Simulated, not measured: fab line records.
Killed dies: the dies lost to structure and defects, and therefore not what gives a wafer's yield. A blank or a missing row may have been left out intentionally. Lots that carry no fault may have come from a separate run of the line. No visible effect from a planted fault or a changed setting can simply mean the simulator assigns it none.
fab line records    flow sky130
record lots=5  wafers=23
route steps=708 shown VIA3@588 METAL4@601 VIA4@639 METAL5@664 PASSIVATION@689
startH: the number of hours between the record's first day and the start of the first shown wafer of the lot    waitH: hours from the lot's prior step to this one    " as in the row above    L1.1+2: one row covering several wafers at once    - no value present, or no start provided    * or withheld: withheld    < > ~ a bound
route shown NAME@n: NAME is a module with steps in the file, n the number in the route of the first one    usual: mean and standard deviation over wafers with no fault    same: alike in all rows    chamber/n: place in a boat    sites: the reading at each site    _std_site: their standard deviation    _edge_site: outer sites' mean less inner sites'    radiusMm: how far each site lies from the wafer's centre    mask NAME#n: copy n    behind: the most recent tool/chamber to have shaped the wafer    hold: what put the lot on hold/how long, in hours/how the hold closed    device: whichever transistor did not switch (one of n, p or np)    end of line: tests run on the same wafers once the route is complete    a step with no rows: only its recipe    killed: count of dies lost to structure and defects at first sort (not the wafer's yield)    map: dies across one wafer; x = killed, . = not, _ = none there
set.NAME: the run value of the setting; set.NAME@STEP: its run value at that earlier step    model.NAME: the simulator's own value behind a step, which no gauge read
lots where settings were altered on purpose, with a table for each step and a row for each wafer
## steps
# step SKY_VIA3_ETCH_15
# recipe target=SiO2  chemistry=C4F8/O2/Ar  targetDepthNm=507  stopOn=TiN  maskMaterial=KrF-thick  sourceW=1500  biasW=1200  pressureMtorr=40  c4f8FlowSccm=withheld  O2_flow_sccm=6  Ar_flow_sccm=300  timeS=78
# usual oesProductAu=0.947/0.0044
lot.wafer  tool        chamber  startH   waitH  set.timeS  oesProductAu  model.VIA3.featureDepthNm  model.KrF-thick_of_VIA3_COAT_07.thkNm
L074.1     rieDiel-03  1        999.04   0.0    73.29      0.968         464.2                      299.7
L074.2     "           2        "        "      78         0.943         465.7                      289.4
L074.3     "           0        "        "      78         0.944         465.2                      289.5
L074.5     "           0        "        "      73.29      0.992         465.8                      295
L074.6     "           2        "        "      78         0.939         465.1                      288.1
L079.2     rieDiel-02  0        1000.84  0.0    78         0.940         464.5                      290.9
L079.4     "           2        "        "      78         0.953         466.1                      293.4
L079.5     "           3        "        "      78         0.951         465                        290.8
L082.1     rieDiel-04  0        1001.23  0.0    78         0.945         467.1                      289.6
L082.2     "           1        "        "      78         0.946         465.1                      287.1
L082.3     "           2        "        "      78         0.948         465.8                      290.4
L082.4     "           3        "        "      78         0.946         468.2                      291.2
L082.6     "           0        "        "      78         0.950         466.3                      289.5
L081.1     rieDiel-02  0        1003.08  0.0    78         0.947         466                        289.5
L081.2     "           2        "        "      78         0.943         464.9                      291.9
L081.3     "           1        "        "      78         0.945         465.5                      288.4
L081.4     "           3        "        "      78         0.950         465                        288.7
L081.6     "           3        "        "      78         0.949         466.3                      289.1
L084.1     rieDiel-02  1        1061.54  0.0    66.75      0.995         435.1                      307
L084.2     "           0        "        "      78         0.943         467.1                      292.5
L084.3     "           3        "        "      66.75      0.996         435                        306.5
L084.4     "           2        "        "      78         0.949         467.4                      293.3
L084.6     "           1        "        "      78         0.953         468.6                      292.7
# step SKY_VIA3_STRIP_16
# recipe chemistry=O2/N2  powerW=1400  pressureMtorr=1500  platenTempC=withheld  o2FlowSccm=3000  n2FlowSccm=300  overashFraction=0.5
# usual stripTimeToEndpointS=4.117/0.023
lot.wafer  tool            chamber  startH   waitH  set.timeS@VIA3_ETCH_15  stripTimeToEndpointS
L074.1     plasmaAsher-01  0        999.10   0.0    73.29                   4.230
L074.2     "               1        "        "      78                      4.127
L074.3     "               1        "        "      78                      4.119
L074.5     "               1        "        "      73.29                   4.168
L074.6     "               0        "        "      78                      4.101
L079.2     plasmaAsher-01  0        1000.90  0.0    78                      4.128
L079.4     "               1        "        "      78                      4.147
L079.5     "               0        "        "      78                      4.119
L082.1     plasmaAsher-01  0        1001.29  0.0    78                      4.121
L082.2     "               1        "        "      78                      4.087
L082.3     "               0        "        "      78                      4.122
L082.4     "               1        "        "      78                      4.119
L082.6     "               0        "        "      78                      4.129
L081.1     plasmaAsher-01  1        1003.14  0.0    78                      4.109
L081.2     "               0        "        "      78                      4.150
L081.3     "               1        "        "      78                      4.115
L081.4     "               0        "        "      78                      4.102
L081.6     "               0        "        "      78                      4.094
L084.1     plasmaAsher-01  1        1061.60  0.0    66.75                   4.299
L084.2     "               0        "        "      78                      4.147
L084.3     "               1        "        "      66.75                   4.255
L084.4     "               0        "        "      78                      4.154
L084.6     "               1        "        "      78                      4.140
# step SKY_METAL4_SPUTTER_03
# recipe material=Ti  targetThkNm=5  powerW=3000  timeS=3.3  chamberPressurePa=0.4
lot.wafer  tool           chamber  startH   waitH  set.powerW  model.Ti_of_METAL4_SPUTTER_03.thkNm
L074.1     pvdSputter-04  -        1000.45  0.0    3357        5.501
L074.2     "              -        "        "      3357        5.463
L074.3     "              -        "        "      3000        4.935
L074.5     "              -        "        "      3000        4.878
L074.6     "              -        "        "      3000        4.895
L079.2     pvdSputter-01  -        1002.25  0.0    3000        5.116
L079.4     "              -        "        "      3000        4.954
L079.5     "              -        "        "      3000        5.144
L082.1     pvdSputter-01  -        1002.70  0.0    3000        5.166
L082.2     "              -        "        "      3000        5.146
L082.3     "              -        "        "      3000        4.999
L082.4     "              -        "        "      3000        5.211
L082.6     "              -        "        "      3000        5.14
L081.1     pvdSputter-04  -        1004.48  0.0    3341        5.577
L081.2     "              -        "        "      3000        4.992
L081.3     "              -        "        "      3000        5.007
L081.4     "              -        "        "      3000        5.002
L081.6     "              -        "        "      3341        5.602
L084.1     pvdSputter-01  -        1062.97  0.0    2721        4.705
L084.2     "              -        "        "      2721        4.44
L084.3     "              -        "        "      3000        5.142
L084.4     "              -        "        "      3000        5.054
L084.6     "              -        "        "      3000        4.852
# step SKY_VIA4_HDPCVD_00
# recipe material=SiO2  targetThkNm=1750  sigmaOpenFrac=0.3  timeS=291.7  tempC=400  sih4FlowSccm=60  pressureMtorr=6
lot.wafer  tool       chamber  startH   waitH  set.sih4FlowSccm  model.SiO2_of_VIA4_HDPCVD_00.thkNm
L074.1+2   hdpcvd-02  0,1      1045.49  0.0    65.76             -
L074.3     "          2        "        "      60                -
L074.5     "          2        "        "      60                1759
L074.6     "          1        "        "      65.76             1906
L079.2     hdpcvd-01  0        1048.26  0.0    60                1772
L079.4     "          1        "        "      60                1795
L079.5     "          0        "        "      60                1770
L082.1     hdpcvd-02  0        1048.99  0.0    52.23             -
L082.2     "          1        "        "      60                -
L082.3     "          2        "        "      52.23             1529
L082.4     "          1        "        "      60                1756
L082.6     "          2        "        "      60                1751
L081.1     hdpcvd-02  1        1050.65  0.0    57.44             -
L081.2     "          0        "        "      60                1781
L081.3     "          2        "        "      60                -
L081.4     "          0        "        "      57.44             1706
L081.6     "          1        "        "      60                1748
L084.1     hdpcvd-01  2        1107.85  0.0    65.28             1925
L084.2     "          0        "        "      65.28             -
L084.3     "          1        "        "      60                1790
L084.4     "          1        "        "      65.28             1950
L084.6     "          0        "        "      60                1747
# step SKY_VIA4_THK_MEAS_01
# recipe reads=SiO2_of_VIA4_HDPCVD_00
# usual VIA4_HDPCVD_THK=1762/20
lot.wafer  tool          chamber  startH   waitH  set.sih4FlowSccm@VIA4_HDPCVD_00  VIA4_HDPCVD_THK[nm]
L074.1     filmMetro-03  -        1045.67  0.1    65.76                            1919
L074.2     "             -        "        "      65.76                            1908
L074.3     "             -        "        "      60                               1757
L074.5     "             -        "        "      60                               1760
L074.6     "             -        "        "      65.76                            1905
L079.2     filmMetro-02  -        1048.45  0.1    60                               1771
L079.4     "             -        "        "      60                               1795
L079.5     "             -        "        "      60                               1770
L082.1     filmMetro-02  -        1049.17  0.1    52.23                            1519
L082.2     "             -        "        "      60                               1758
L082.3     "             -        "        "      52.23                            1528
L082.4     "             -        "        "      60                               1757
L082.6     "             -        "        "      60                               1750
L081.1     filmMetro-02  -        1050.83  0.1    57.44                            1689
L081.2     "             -        "        "      60                               1782
L081.3     "             -        "        "      60                               1786
L081.4     "             -        "        "      57.44                            1708
L081.6     "             -        "        "      60                               1749
L084.1     filmMetro-03  -        1108.03  0.1    65.28                            1925
L084.2     "             -        "        "      65.28                            1919
L084.3     "             -        "        "      60                               1789
L084.4     "             -        "        "      65.28                            1948
L084.6     "             -        "        "      60                               1747
# step SKY_VIA4_SPUTTER_17
# recipe material=TiN  targetThkNm=20  chamberPressurePa=5  powerW=4000  timeS=80
lot.wafer  tool           chamber  startH   waitH  set.chamberPressurePa  model.TiN_of_VIA4_SPUTTER_17.thkNm
L074.1     pvdSputter-03  -        1068.39  0.0    4.333                  22.65
L074.2     "              -        "        "      4.333                  22.59
L074.3+5   "              -        "        "      4.333                  22.64
L074.6     "              -        "        "      4.333                  22.57
L079.2+5   pvdSputter-01  -        1071.18  0.0    5                      20.29
L079.4     "              -        "        "      5                      20.25
L082.1     pvdSputter-01  -        1071.89  0.0    5.436                  18.34
L082.2     "              -        "        "      5.436                  18.62
L082.3     "              -        "        "      5.436                  18.44
L082.4     "              -        "        "      5.436                  18.56
L082.6     "              -        "        "      5.436                  18.37
L081.1     pvdSputter-01  -        1073.01  0.0    4.591                  21.94
L081.2     "              -        "        "      4.591                  22.01
L081.3     "              -        "        "      4.591                  21.82
L081.4     "              -        "        "      4.591                  21.68
L081.6     "              -        "        "      4.591                  21.99
L084.1     pvdSputter-01  -        1129.94  0.0    5                      20.1
L084.2     "              -        "        "      5                      20.14
L084.3     "              -        "        "      5                      20.06
L084.4     "              -        "        "      5                      20.19
L084.6     "              -        "        "      5                      20.17
# step SKY_METAL5_SPUTTER_03
# recipe material=Ti  targetThkNm=5  powerW=3000  timeS=3.3  chamberPressurePa=0.4
lot.wafer  tool           chamber  startH   waitH  set.timeS  model.Ti_of_METAL5_SPUTTER_03.thkNm
L074.1     pvdSputter-03  -        1069.33  0.0    3.081      4.784
L074.2     "              -        "        "      3.081      4.836
L074.3     "              -        "        "      3.081      4.696
L074.5     "              -        "        "      3.3        5.057
L074.6     "              -        "        "      3.3        5.044
L079.2     pvdSputter-03  -        1072.12  0.0    3.3        4.965
L079.4     "              -        "        "      3.3        4.901
L079.5     "              -        "        "      3.3        4.926
L082.1     pvdSputter-02  -        1072.85  0.0    2.92       4.629
L082.2     "              -        "        "      2.92       4.669
L082.3     "              -        "        "      3.3        5.18
L082.4     "              -        "        "      3.3        5.237
L082.6     "              -        "        "      3.3        5.141
L081.1     pvdSputter-02  -        1073.95  0.0    3.095      4.695
L081.2     "              -        "        "      3.3        5.114
L081.3     "              -        "        "      3.095      4.741
L081.4     "              -        "        "      3.3        5.033
L081.6     "              -        "        "      3.3        5.096
L084.1     pvdSputter-03  -        1130.73  0.0    3.3        5.043
L084.2     "              -        "        "      3.462      5.149
L084.3     "              -        "        "      3.462      5.222
L084.4     "              -        "        "      3.3        5.097
L084.6     "              -        "        "      3.462      5.208
# step SKY_METAL5_SOFTBAKE_10
# recipe tempC=90  timeS=60  resist=NOVOLAK
lot.wafer   tool           chamber  startH   waitH  set.tempC
L074.1+3    lithoTrack-02  0        1078.93  0.1    90
L074.2+5+6  "              0        "        "      87.48
L079.2+4+5  lithoTrack-02  0        1081.60  0.1    90
L082.1+6    lithoTrack-01  0        1082.03  0.1    86.76
L082.2+3+4  "              0        "        "      90
L081.1+2+3  lithoTrack-02  0        1083.43  0.1    92.55
L081.4+6    "              0        "        "      90
L084.1+4+6  lithoTrack-01  0        1141.48  0.1    90.96
L084.2+3    "              0        "        "      90
# step SKY_METAL5_EXPOSE_11
# recipe maskId=MM5  na=0.6  sourceShape=conventional  sigmaOuter=0.6  polarization=unpolarized  targetCdNm=1600  doseMj=190
# step SKY_METAL5_PEB_12
# recipe tempC=withheld  timeS=*  resist=NOVOLAK
# step SKY_METAL5_DEVELOP_13
# recipe resist=NOVOLAK  developer=TMAH  developTimeS=60  devTempC=23
lot.wafer  tool           chamber  startH   waitH  set.tempC@METAL5_SOFTBAKE_10  model.NOVOLAK_of_METAL5_COAT_09.thkNm
L074.1+3   lithoTrack-02  0        1089.63  0.1    90                            -
L074.2     "              0        "        "      87.48                         -
L074.5     "              0        "        "      87.48                         1813
L074.6     "              0        "        "      87.48                         1811
L079.2     lithoTrack-01  0        1092.40  0.1    90                            1791
L079.4     "              0        "        "      90                            1793
L079.5     "              0        "        "      90                            1796
L082.1     lithoTrack-02  0        1092.78  0.1    86.76                         -
L082.2     "              0        "        "      90                            -
L082.3     "              0        "        "      90                            1811
L082.4     "              0        "        "      90                            1806
L082.6     "              0        "        "      86.76                         1826
L081.1+3   lithoTrack-02  0        1094.28  0.1    92.55                         -
L081.2     "              0        "        "      92.55                         1778
L081.4     "              0        "        "      90                            1790
L081.6     "              0        "        "      90                            1791
L084.1     lithoTrack-02  0        1149.53  0.1    90.96                         1792
L084.2     "              0        "        "      90                            -
L084.3     "              0        "        "      90                            1789
L084.4     "              0        "        "      90.96                         1789
L084.6     "              0        "        "      90.96                         1787
# step SKY_METAL5_METAL_ETCH_15
# recipe targetDepthA=12600  stopOn=SiO2  overEtchFrac=0.2  timeS=252  chemistry=Cl2/BCl3  resistSidewallDeg=86  pressureMtorr=10  icpW=900  biasW=48.5  Cl2_flow_sccm=60  bcl3FlowSccm=30
# usual oesProductAu=0.894/0.0054
lot.wafer  tool         chamber  startH   waitH  set.timeS  oesProductAu  model.NOVOLAK_of_METAL5_COAT_09.thkNm
L074.1     rieMetal-01  1        1089.81  0.0    252        0.891         -
L074.2     "            0        "        "      220.5      0.974         -
L074.3     "            0        "        "      220.5      0.970         -
L074.5     "            0        "        "      220.5      0.972         1154
L074.6     "            1        "        "      252        0.896         1056
L079.2     rieMetal-03  0        1092.56  0.0    252        0.904         1040
L079.4     "            1        "        "      252        0.895         1044
L079.5     "            0        "        "      252        0.893         1042
L082.1     rieMetal-02  1        1092.96  0.0    252        0.898         -
L082.2     "            0        "        "      252        0.885         -
L082.3     "            1        "        "      240        0.924         1089
L082.4     "            0        "        "      240        0.918         1067
L082.6     "            0        "        "      252        0.898         1061
L081.1     rieMetal-02  1        1094.46  0.0    236.8      0.929         -
L081.2     "            0        "        "      252        0.902         1004
L081.3     "            0        "        "      252        0.892         -
L081.4     "            1        "        "      252        0.896         1033
L081.6     "            1        "        "      236.8      0.916         1081
L084.1     rieMetal-03  0        1149.71  0.0    252        0.890         1039
L084.2     "            1        "        "      252        0.898         -
L084.3     "            1        "        "      252        0.897         1035
L084.4     "            0        "        "      252        0.890         1039
L084.6     "            1        "        "      252        0.891         1025
# step SKY_METAL5_STRIP_16
# recipe chemistry=O2/N2  powerW=1400  pressureMtorr=1500  platenTempC=withheld  o2FlowSccm=3000  n2FlowSccm=300  overashFraction=0.5
# usual stripTimeToEndpointS=13.10/0.11
lot.wafer  tool            chamber  startH   waitH  set.timeS@METAL5_METAL_ETCH_15  stripTimeToEndpointS
L074.1     plasmaAsher-02  1        1090.05  0.2    252                             13.15
L074.2     "               0        "        "      220.5                           14.31
L074.3     "               1        "        "      220.5                           14.24
L074.5     "               0        "        "      220.5                           14.42
L074.6     "               1        "        "      252                             13.28
L079.2     plasmaAsher-01  1        1092.79  0.2    252                             13.14
L079.4     "               1        "        "      252                             13.18
L079.5     "               0        "        "      252                             13.14
L082.1     plasmaAsher-02  0        1093.20  0.2    252                             13.40
L082.2     "               1        "        "      252                             13.09
L082.3     "               1        "        "      240                             13.67
L082.4     "               0        "        "      240                             13.41
L082.6     "               1        "        "      252                             13.36
L081.1     plasmaAsher-04  0        1094.70  0.2    236.8                           13.40
L081.2     "               1        "        "      252                             12.80
L081.3     "               0        "        "      252                             12.70
L081.4     "               1        "        "      252                             13.04
L081.6     "               0        "        "      236.8                           13.58
L084.1     plasmaAsher-02  0        1149.95  0.2    252                             13.13
L084.2     "               1        "        "      252                             12.98
L084.3     "               0        "        "      252                             13.08
L084.4     "               1        "        "      252                             13.15
L084.6     "               1        "        "      252                             12.97
# step SKY_PASSIVATION_EXPOSE_08
# recipe maskId=NSM  targetCdNm=3000  na=0.57  doseMj=260
lot.wafer       tool             chamber  startH  waitH  mask   set.doseMj
L074.1+2+6      ilineStepper-01  0        -       -      NSM#0  260
L074.3+5        "                0        "       "      NSM#0  251.2
L079.2+4+5      ilineStepper-02  0        -       -      NSM#0  260
L082.1+3+4      ilineStepper-02  0        -       -      NSM#0  260
L082.2+6        "                0        "       "      NSM#0  273.8
L081.1+3+6      ilineStepper-02  0        -       -      NSM#0  260
L081.2+4        "                0        "       "      NSM#0  245.6
L084.1+2+3+4+6  ilineStepper-01  0        -       -      NSM#0  260
# step SKY_PASSIVATION_PEB_09
# recipe tempC=115  timeS=withheld
# step SKY_PASSIVATION_DEVELOP_10
# recipe developTimeS=60  devTempC=23
# step SKY_PASSIVATION_ETCH_11
# recipe chemistry=CF4/O2  targetDepthNm=725  stopOn=AlCu  sourceW=800  biasW=150  pressureMtorr=150  cf4FlowSccm=80  O2_flow_sccm=10  timeS=161.1
lot.wafer  tool        chamber  startH   waitH  set.doseMj@PASSIVATION_EXPOSE_08  model.PASSIVATION.cdNm
L074.1     rieDiel-04  1        1112.49  -      260                               2998
L074.2     "           2        "        "      260                               3005
L074.3     "           0        "        "      251.2                             2996
L074.5     "           3        "        "      251.2                             2991
L074.6     "           2        "        "      260                               3007
L079.2     rieDiel-03  1        1114.89  -      260                               2980
L079.4     "           0        "        "      260                               2972
L079.5     "           0        "        "      260                               2976
L082.1     rieDiel-04  3        1115.24  -      260                               2990
L082.2     "           2        "        "      273.8                             3010
L082.3     "           1        "        "      260                               2987
L082.4     "           0        "        "      260                               2992
L082.6     "           3        "        "      273.8                             3002
L081.1     rieDiel-01  2        1117.54  -      260                               2992
L081.2     "           0        "        "      245.6                             2976
L081.3     "           1        "        "      260                               2996
L081.4     "           3        "        "      245.6                             2980
L081.6     "           3        "        "      260                               2990
L084.1     rieDiel-04  1        1169.18  -      260                               2986
L084.2     "           2        "        "      260                               2993
L084.3     "           3        "        "      260                               2994
L084.4     "           0        "        "      260                               2997
L084.6     "           1        "        "      260                               2985
## key
split step=SKY_VIA3_ETCH_15  setting=timeS  stated=78  by=wafer
response step=SKY_VIA3_ETCH_15  reading=oesProductAu  change=-0.00373  per=1%  r=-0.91
response step=SKY_VIA3_ETCH_15  reading=model.VIA3.featureDepthNm  change=+1.94  per=1%  r=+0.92
response step=SKY_VIA3_ETCH_15  reading=model.KrF-thick_of_VIA3_COAT_07.thkNm  change=-1.03  per=1%  r=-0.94
response step=SKY_VIA3_STRIP_16  reading=stripTimeToEndpointS  change=*  per=1%  r=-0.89
split step=SKY_METAL4_SPUTTER_03  setting=powerW  stated=3000  by=wafer
response step=SKY_METAL4_SPUTTER_03  reading=model.Ti_of_METAL4_SPUTTER_03.thkNm  change=+0.0496  per=1%  r=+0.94
split step=SKY_VIA4_HDPCVD_00  setting=sih4FlowSccm  stated=60  by=wafer
response step=SKY_VIA4_HDPCVD_00  reading=model.SiO2_of_VIA4_HDPCVD_00.thkNm  change=+17.4  per=1%  r=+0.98
response step=SKY_VIA4_THK_MEAS_01  reading=VIA4_HDPCVD_THK  change=+17.5  per=1%  r=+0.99
split step=SKY_VIA4_SPUTTER_17  setting=chamberPressurePa  stated=5  by=lot
response step=SKY_VIA4_SPUTTER_17  reading=model.TiN_of_VIA4_SPUTTER_17.thkNm  change=-0.191  per=1%  r=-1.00
split step=SKY_METAL5_SPUTTER_03  setting=timeS  stated=3.3  by=wafer
response step=SKY_METAL5_SPUTTER_03  reading=model.Ti_of_METAL5_SPUTTER_03.thkNm  change=+0.0455  per=1%  r=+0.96
split step=SKY_METAL5_SOFTBAKE_10  setting=tempC  stated=90  by=wafer
response step=SKY_METAL5_DEVELOP_13  reading=model.NOVOLAK_of_METAL5_COAT_09.thkNm  change=-4.48  per=1%  r=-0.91
split step=SKY_METAL5_METAL_ETCH_15  setting=timeS  stated=252  by=wafer
response step=SKY_METAL5_METAL_ETCH_15  reading=oesProductAu  change=-0.0059  per=1%  r=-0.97
response step=SKY_METAL5_METAL_ETCH_15  reading=model.NOVOLAK_of_METAL5_COAT_09.thkNm  change=-7.81  per=1%  r=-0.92
response step=SKY_METAL5_STRIP_16  reading=stripTimeToEndpointS  change=*  per=1%  r=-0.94
split step=SKY_PASSIVATION_EXPOSE_08  setting=doseMj  stated=260  by=wafer
response step=SKY_PASSIVATION_ETCH_11  reading=model.PASSIVATION.cdNm  change=+2.91  per=1%  r=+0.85
